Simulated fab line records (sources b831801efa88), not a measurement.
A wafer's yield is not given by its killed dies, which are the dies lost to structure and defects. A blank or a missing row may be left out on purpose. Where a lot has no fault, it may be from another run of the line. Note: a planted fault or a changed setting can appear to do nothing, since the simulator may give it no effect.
Matching of chambers	flow sky130	SKY_VIA1_CMP_02 on cmp-01 has 4 sister chambers
The step polishes SiO2. 24 wafers are shown with their chamber, then 12 later ones without.

WAFERS, EACH WITH ITS CHAMBER
wafer	chamber	motorCurrentA (A)	platenRpm (rpm)
L077.1	0	12.4	59.97
L077.4	1	10.9	60.04
L077.5	3	12.0	59.96
L079.2	3	11.9	59.99
L079.4	2	12.1	60.00
L079.5	0	12.4	59.99
L078.3	3	11.1	59.98
L078.4	0	11.8	59.95
L078.6	2	12.5	60.00
L080.1	2	12.3	60.01
L080.4	1	10.9	60.06
L080.5	2	12.6	59.97
L081.3	1	10.5	59.94
L081.5	3	12.6	60.05
L081.6	2	12.8	59.99
L083.1	1	11.1	59.92
L083.5	2	12.0	60.04
L083.6	3	12.0	60.02
L085.1	0	12.2	59.97
L085.3	3	12.4	59.98
L085.4	1	10.9	59.92
L086.1	1	10.7	60.01
L086.2	3	13.2	59.99
L086.6	3	12.8	59.97

SIGNATURES (means of the wafers above)
reading	chamber 0	chamber 1	chamber 2	chamber 3	scatter within a chamber
motorCurrentA	12.200	10.833	12.383	12.250	0.438
platenRpm	59.9700	59.9817	60.0017	59.9925	0.0382
Rule: distance of a wafer from a chamber = root of the sum over the readings of ((wafer's reading minus chamber's mean) / reading's scatter) squared. The wafer belongs to the nearest chamber; if the next one is less than 2 further off, it can't be placed. The scatter: take each reading less its chamber's mean, square it, sum over the shown wafers, divide by the number of wafers less the number of chambers, and take the root.

WAFERS MISSING THEIR CHAMBER
wafer	motorCurrentA (A)	platenRpm (rpm)
L089.3	12.0	59.96
L089.4	12.4	60.01
L089.5	12.3	59.96
L090.2	10.7	60.02
L090.3	12.5	59.92
L090.4	11.9	60.05
L092.2	10.7	59.99
L092.5	12.8	60.01
L092.6	12.5	60.04
L094.2	12.0	60.04
L094.3	12.9	59.92
L094.5	11.9	60.03

CHAMBER TAKEN BY EACH
wafer	from the rows above	in truth
L089.3	can't be placed: 0 or 3 or 2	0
L089.4	can't be placed: 2 or 3 or 0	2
L089.5	can't be placed: 0 or 3 or 2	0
L090.2	1	1
L090.3	can't be placed: 0 or 3 or 2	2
L090.4	can't be placed: 2 or 3 or 0 or 1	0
L092.2	1	1
L092.5	can't be placed: 2 or 3 or 0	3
L092.6	can't be placed: 2 or 3 or 0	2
L094.2	can't be placed: 2 or 3 or 0 or 1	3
L094.3	can't be placed: 0 or 3 or 2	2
L094.5	can't be placed: 3 or 2 or 0 or 1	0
Correctly placed: 2 of 12. From these rows, 10 cannot be placed; in 10 the true chamber is one of the candidates. 0 placed wrongly.
